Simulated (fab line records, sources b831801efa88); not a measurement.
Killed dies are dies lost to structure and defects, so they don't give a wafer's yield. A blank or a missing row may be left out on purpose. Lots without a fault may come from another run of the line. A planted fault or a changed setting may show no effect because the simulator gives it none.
fab line records | flow sky130
record lots=11 wafers=33 last_day=50
route steps=708 shown VIA2@520 CAPM@539 METAL3@566 VIA3@587 PAD_OPEN@708
lots that met no fault: from a run of the same line without faults
start_h: hours from the record's first day to the start of the lot's first wafer shown | wait_h: hours since the lot's step before | " the same as in the row above | L1.1+2: a row that stands for several wafers | - no value, or no start given | * or withheld: withheld | < > ~ a bound
route shown NAME@n: a module of which the file shows steps, and the number in the route of the first | usual: mean/standard deviation of fault-free wafers | same: alike in all rows | chamber/n: place in a boat | sites: the reading at each site | _std_site: their standard deviation | _edge_site: outer sites' mean less inner sites' | radius_mm: how far each site lies from the wafer's centre | mask NAME#n: copy n | behind: the tool/chamber that last shaped the wafer | hold: why the lot was held/for how many hours/how that ended | device: the transistor (n, p or np) that didn't switch | end of line: the same wafers' tests at the end of the route | a step without rows: its recipe alone | killed: dies lost to structure and defects at the first sort, not the wafer's yield | map: a wafer's dies, x killed, . not, _ none there
set.NAME: the setting as run; set.NAME@STEP: as run at that earlier step | model.NAME: the simulator's own value behind a step, which no gauge read
steps of the route over a sample of lots; a table a step, a row a wafer
services: from which hour (start_h, from the record's first day; less than 0 if before it) a tool's chamber was out of use, for how many hours, and why
## steps
# step SKY_VIA2_OVL_MEAS_13
# usual VIA2_OVL=-7/5.6
# columns lot.wafer tool chamber start_h wait_h VIA2_OVL[nm]
L988.1 overlay-01 - 848.94 0.1 -8
L988.2 " - " " -8
L988.3 " - " " -1
L989.3 overlay-01 - 868.25 0.1 -3
L989.4 " - " " -6
L989.5 " - " " -5
L990.1 overlay-02 - 873.99 0.1 -8
L990.2 " - " " -9
L990.4 " - " " -9
L993.2 overlay-02 - 894.25 0.1 4
L993.4 " - " " -2
L993.6 " - " " 7
L994.1 overlay-01 - 896.23 0.1 -12
L994.3 " - " " -12
L994.4 " - " " -17
L996.2 overlay-02 - 919.19 0.1 -8
L996.3 " - " " -13
L996.6 " - " " -20
L997.1 overlay-01 - 919.54 0.1 -8
L997.4 " - " " -8
L997.5 " - " " -4
L103.2 overlay-02 - 968.25 0.1 -15
L103.3 " - " " -12
L103.4 " - " " -15
L104.3 overlay-02 - 971.70 0.1 -9
L104.5 " - " " -16
L104.6 " - " " -3
L109.1 overlay-01 - 997.39 0.1 -11
L109.2 " - " " -8
L109.3 " - " " -15
L111.3 overlay-02 - 1012.15 0.1 0
L111.4 " - " " 1
L111.5 " - " " 0
# step SKY_CAPM_SPUTTER_02
# recipe material=TiN target_thk_nm=200 temp_c=300 power_w=6500 time_s=166.7 chamber_pressure_pa=0.4
# usual throttle_valve_pct=29.7/0.85
# same time_s=166.7
# columns lot.wafer tool chamber start_h wait_h throttle_valve_pct
L988.1 pvd_sputter-01 - 850.59 0.1 31.0
L988.2 " - " " 29.3
L988.3 " - " " 32.4
L989.3 pvd_sputter-03 - 869.91 0.0 29.5
L989.4 " - " " 29.8
L989.5 " - " " 29.6
L990.1 pvd_sputter-03 - 875.99 0.1 28.5
L990.2 " - " " 29.5
L990.4 " - " " 30.1
L993.2 pvd_sputter-03 - 895.91 0.0 29.8
L993.4 " - " " 29.4
L993.6 " - " " 29.4
L994.1 pvd_sputter-03 - 897.87 0.1 30.0
L994.3 " - " " 29.5
L994.4 " - " " 28.4
L996.2 pvd_sputter-03 - 920.86 0.0 29.3
L996.3 " - " " 28.5
L996.6 " - " " 29.5
L997.1 pvd_sputter-01 - 921.18 0.1 30.9
L997.4 " - " " 32.1
L997.5 " - " " 30.6
L103.2 pvd_sputter-04 - 969.88 0.0 30.0
L103.3 " - " " 30.6
L103.4 " - " " 31.5
L104.3 pvd_sputter-01 - 973.37 0.0 29.9
L104.5 " - " " 31.1
L104.6 " - " " 32.0
L109.1 pvd_sputter-04 - 999.07 0.1 29.1
L109.2 " - " " 30.2
L109.3 " - " " 31.4
L111.3 pvd_sputter-03 - 1013.79 0.0 29.6
L111.4 " - " " 29.6
L111.5 " - " " 29.4
# step SKY_METAL3_ETCH_16
# recipe chemistry=N2/H2 target=BARC ion_energy_ev=200 bias_w=100 pressure_mtorr=30 n2_flow_sccm=100 h2_flow_sccm=200 icp_w=500 stop_on=SiO2 time_s=88.2 target_depth_a=600
# usual drypump_motor_current_A=5.4/0.36 oes_product_au=0.626/0.0049 run_length_s=116.7/1 throttle_valve_pct=13.205/0.0092
# columns lot.wafer tool chamber start_h wait_h drypump_motor_current_A oes_product_au rf_hours_counter_h run_length_s throttle_valve_pct
L988.1 rie_metal-04 0 901.00 0.0 5.5 0.623 17 116.5 13.207
L988.2 " 1 " " 4.9 0.630 12 115.8 13.212
L988.3 " 0 " " 5.6 0.624 - 116.3 13.202
L989.3 rie_metal-01 0 921.29 0.0 5.4 0.635 - 116.7 13.194
L989.4 " 1 " " 5.2 0.630 - 116.8 13.191
L989.5 " 1 " " 5.3 0.621 - 116.9 13.202
L990.1 rie_metal-01 1 926.50 0.0 5.2 0.632 13 117.0 13.215
L990.2 " 0 " " 5.4 0.631 9 116.6 13.220
L990.4 " 1 " " 5.3 0.622 - 117.0 13.213
L993.2 rie_metal-01 1 947.70 0.0 5.2 0.627 14 117.1 13.226
L993.4 " 0 " " 5.4 0.628 - 116.4 13.201
L993.6 " 1 " " 5.2 0.633 - 117.3 13.212
L994.1 rie_metal-04 1 948.05 0.0 5.0 0.628 14 116.3 13.195
L994.3 " 1 " " 5.0 0.620 - 116.3 13.206
L994.4 " 0 " " 5.6 0.622 - 116.1 13.201
L996.2 rie_metal-04 0 971.50 0.0 5.5 0.628 20 116.7 13.189
L996.3 " 0 " " 5.5 0.623 - 116.8 13.208
L996.6 " 1 " " 5.0 0.626 - 115.9 13.210
L997.1 rie_metal-03 1 972.45 0.0 6.0 0.623 3 117.1 13.196
L997.4 " 0 " " 5.1 0.622 - 115.9 13.205
L997.5 " 0 " " 5.2 0.623 - 115.7 13.209
L103.2 rie_metal-04 1 1017.20 0.0 5.0 0.630 18 115.9 13.208
L103.3 " 0 " " 5.6 0.809 - 91.8 13.225
L103.4 " 1 " " 4.9 0.622 - 116.3 13.205
L104.3 rie_metal-04 1 1020.64 0.0 5.0 0.622 - 116.0 13.195
L104.5 " 1 " " 5.0 0.636 - 116.1 13.211
L104.6 " 0 " " 5.5 0.810 - 91.9 13.217
L109.1 rie_metal-03 0 1045.06 0.0 5.2 0.627 19 116.1 13.215
L109.2 " 1 " " 6.0 0.624 6 116.7 13.167
L109.3 " 0 " " 5.2 0.620 - 116.3 13.207
L111.3 rie_metal-03 1 1058.46 0.1 6.0 0.624 - 119.5 13.219
L111.4 " 0 " " 5.2 0.619 - 118.9 13.199
L111.5 " 1 " " 6.0 0.620 - 119.4 13.218
# step SKY_VIA3_ETCH_14
# recipe chemistry=N2/H2 target=BARC ion_energy_ev=200 source_w=500 bias_w=100 pressure_mtorr=30 n2_flow_sccm=100 h2_flow_sccm=200 stop_on=SiO2 time_s=45.9 target_depth_a=600
# usual drypump_motor_current_A=5.8/0.4 oes_product_au=0.854/0.0042 run_length_s=74.2/0.38 throttle_valve_pct=13.225/0.0083
# same time_s=45.9
# columns lot.wafer tool chamber start_h wait_h drypump_motor_current_A oes_product_au rf_hours_counter_h run_length_s throttle_valve_pct
L988.1 rie_diel-01 3 927.47 0.0 6.0 0.852 24 74.2 13.218
L988.2 " 0 " " 5.9 0.861 2 74.0 13.220
L988.3 " 1 " " 5.5 0.855 4 74.2 13.218
L989.3 rie_diel-02 2 947.93 0.0 6.5 0.852 24 73.9 13.216
L989.4 " 1 " " 6.3 0.847 - 74.9 13.219
L989.5 " 2 " " 6.5 0.851 - 74.3 13.233
L990.1 rie_diel-01 2 953.48 0.0 5.6 0.851 8 74.0 13.229
L990.2 " 1 " " 5.5 0.855 5 74.2 13.211
L990.4 " 3 " " 6.0 0.852 24 74.4 13.224
L993.2 rie_diel-04 3 973.81 0.0 6.2 0.852 22 75.1 13.224
L993.4 " 2 " " 6.0 0.854 29 74.6 13.232
L993.6 " 1 " " 5.6 0.855 - 74.1 13.219
L994.1 rie_diel-02 3 974.33 0.0 5.5 0.859 16 74.4 13.212
L994.3 " 2 " " 6.5 0.857 25 73.8 13.235
L994.4 " 1 " " 6.3 0.858 20 74.9 13.220
L996.2 rie_diel-02 1 996.06 0.0 6.3 0.864 21 74.7 13.230
L996.3 " 0 " " 5.1 0.854 17 74.1 13.220
L996.6 " 0 " " 5.1 0.861 - 73.7 13.226
L997.1 rie_diel-02 1 997.91 0.0 6.3 0.851 21 75.1 13.222
L997.4 " 2 " " 6.4 0.860 25 74.1 13.228
L997.5 " 2 " " 6.4 0.860 - 73.9 13.198
L103.2 rie_diel-01 1 1041.06 0.0 5.5 0.860 9 74.2 13.242
L103.3 " 0 " " 6.0 0.855 5 74.3 13.223
L103.4 " 1 " " 5.5 0.855 - 74.4 13.209
L104.3 rie_diel-02 2 1044.76 0.0 6.5 0.856 26 74.0 13.240
L104.5 " 1 " " 6.3 0.849 - 74.6 13.215
L104.6 " 0 " " 5.1 0.852 - 73.8 13.220
L109.1 rie_diel-01 0 1069.71 0.0 6.0 0.856 6 74.3 13.239
L109.2 " 3 " " 6.0 0.862 1 74.3 13.221
L109.3 " 1 " " 5.5 0.857 10 74.7 13.225
L111.3 rie_diel-04 2 1081.32 0.0 6.0 0.852 0 74.4 13.232
L111.4 " 1 " " 5.6 0.861 - 75.0 13.212
L111.5 " 0 " " 5.9 0.861 - 73.6 13.232
# step SKY_PAD_OPEN_PROBE_99
# usual defect_limited_yield=82.5/1.9 killed_at_M0_to_M3=42/7.2 killed_at_M4_up=3.5/1.8 killed_at_contacts=25/5.7 killed_at_front_end=16/4.6 killed_at_other=0.2/0.41 killed_dies=86/9.3 killed_open=47/6.3 killed_short=39/5.9 sort_bin_3_pad_short=0.9/0.44 sort_bin_5_function=10.3/1.5 sort_bin_6_memory=6.3/1 sort_n_pass=406/9.3 sort_yield_pct=82.5/1.9
# same gross_dies=492 killed_at_back_side=0 sort_bin_4_leakage[%]=0 sort_bin_8_speed[%]=0
# columns lot.wafer tool chamber start_h wait_h defect_limited_yield[%] killed_at_M0_to_M3 killed_at_M4_up killed_at_contacts killed_at_front_end killed_at_other killed_dies killed_open killed_short sort_bin_3_pad_short[%] sort_bin_5_function[%] sort_bin_6_memory[%] sort_n_pass sort_yield_pct[%]
L104.3 prober-01 - 1171.75 0.2 80.3 46 6 21 24 0 97 57 40 1.2 11.8 6.7 395 80.3
L104.5 prober-01 - 1171.85 0.2 81.5 41 5 24 21 0 91 51 40 1.0 12.2 5.3 401 81.5
L104.6 prober-01 - 1171.90 0.2 79.9 52 5 27 15 0 99 58 41 0.4 13.2 6.5 393 79.9
L111.3 prober-02 - 1200.72 0.2 84.8 42 3 15 15 0 75 45 30 0.4 7.9 6.9 417 84.8
L111.4 prober-02 - 1200.77 0.2 86.2 34 4 26 4 0 68 46 22 0.8 7.7 5.3 424 86.2
L111.5 prober-02 - 1200.82 0.2 83.7 40 3 26 10 1 80 48 32 0.4 9.1 6.7 412 83.7
# killed by level:class
L104.3 VIA1:geometric_particle:open=12 METAL1:geometric_particle:short=8 CONTACT:geometric_particle:open=7 VIA3:geometric_particle:open=7 FIELD_ISO:geometric_particle:open=6 VIA2:geometric_particle:open=6 POLY_GATE:geometric_particle:open=6 LI_CONTACT:geometric_particle:open=6
L104.5 CONTACT:geometric_particle:open=11 METAL1:geometric_particle:short=10 VIA3:geometric_particle:open=9 POLY_GATE:geometric_particle:short=8 LI_CONTACT:geometric_particle:open=7 VIA1:geometric_particle:open=7 FIELD_ISO:geometric_particle:open=4 VIA2:geometric_particle:open=4
L104.6 LI_CONTACT:geometric_particle:open=12 VIA1:geometric_particle:open=11 VIA2:geometric_particle:open=7 CONTACT:geometric_particle:open=7 METAL2:geometric_particle:short=6 VIA3:geometric_particle:open=5 METAL1:geometric_particle:open=5 METAL1:geometric_particle:short=5
L111.3 VIA2:geometric_particle:open=10 VIA1:geometric_particle:open=9 METAL1:geometric_particle:short=7 VIA3:geometric_particle:open=6 FIELD_ISO:geometric_particle:short=5 FIELD_ISO:geometric_particle:open=4 CONTACT:geometric_particle:open=4 VIA1:geometric_particle:short=4
L111.4 VIA1:geometric_particle:open=12 CONTACT:geometric_particle:open=9 LI_CONTACT:geometric_particle:open=9 VIA2:geometric_particle:open=7 VIA3:geometric_particle:short=4 LOCAL_INTERCONNECT:geometric_particle:short=4 VIA3:geometric_particle:open=4 METAL4:geometric_particle:short=3
L111.5 VIA1:geometric_particle:open=9 CONTACT:geometric_particle:open=9 VIA2:geometric_particle:open=8 METAL1:geometric_particle:short=6 LI_CONTACT:geometric_particle:open=6 CONTACT:geometric_particle:short=6 VIA3:geometric_particle:open=6 LOCAL_INTERCONNECT:geometric_particle:short=3
## services
# columns tool chamber start_h hours kind
rie_diel-04 0 837.84 7.5 repair
rie_metal-03 - 843.10 1.4 pm
rie_metal-04 1 846.61 29.5 repair
rie_metal-03 1 871.88 25.6 repair
rie_metal-01 - 884.14 0.3 repair
pvd_sputter-04 - 911.27 3.2 repair
rie_diel-02 - 915.39 0.5 repair
rie_metal-04 - 937.24 2.8 pm
rie_diel-02 3 939.45 8.9 repair
pvd_sputter-03 - 967.76 2.9 repair
pvd_sputter-01 - 981.76 1.7 repair
rie_metal-03 0 982.63 2.7 repair
rie_metal-03 1 984.74 4.0 repair
pvd_sputter-04 - 1011.22 2.6 repair
rie_diel-01 0 1015.19 13.5 repair
pvd_sputter-03 - 1016.37 3.0 repair
rie_diel-04 0 1021.34 11.6 repair
rie_metal-01 0 1033.46 1.9 repair
rie_metal-01 0 1042.65 16.9 repair
rie_diel-02 - 1045.57 0.1 repair
rie_metal-01 1 1048.55 8.3 repair
pvd_sputter-04 - 1052.56 0.5 repair
rie_metal-03 - 1067.22 0.6 repair
rie_metal-01 - 1068.86 2.8 pm
## key
first_sign step=SKY_METAL3_ETCH_16 reading=oes_product_au direction=up sigmas=38 usual=0.626 struck=0.809
effect step=SKY_METAL3_ETCH_16 reading=run_length_s direction=down sigmas=24 usual=* struck=*
met_at SKY_METAL3_ETCH_16
struck_lots L103,L104
struck_wafers L103.3,L104.6
not_acting_at SKY_VIA2_OVL_MEAS_13,SKY_CAPM_SPUTTER_02,SKY_VIA3_ETCH_14
onset_between 971.50 1017.20
fault kind=process_parameter_drift tool=rie_metal-04 chamber=0 onset_h=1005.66 steps=SKY_METAL3_ETCH_16 channel=time_s offset=* shape=step end_h=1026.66 acts_in=* stated=*
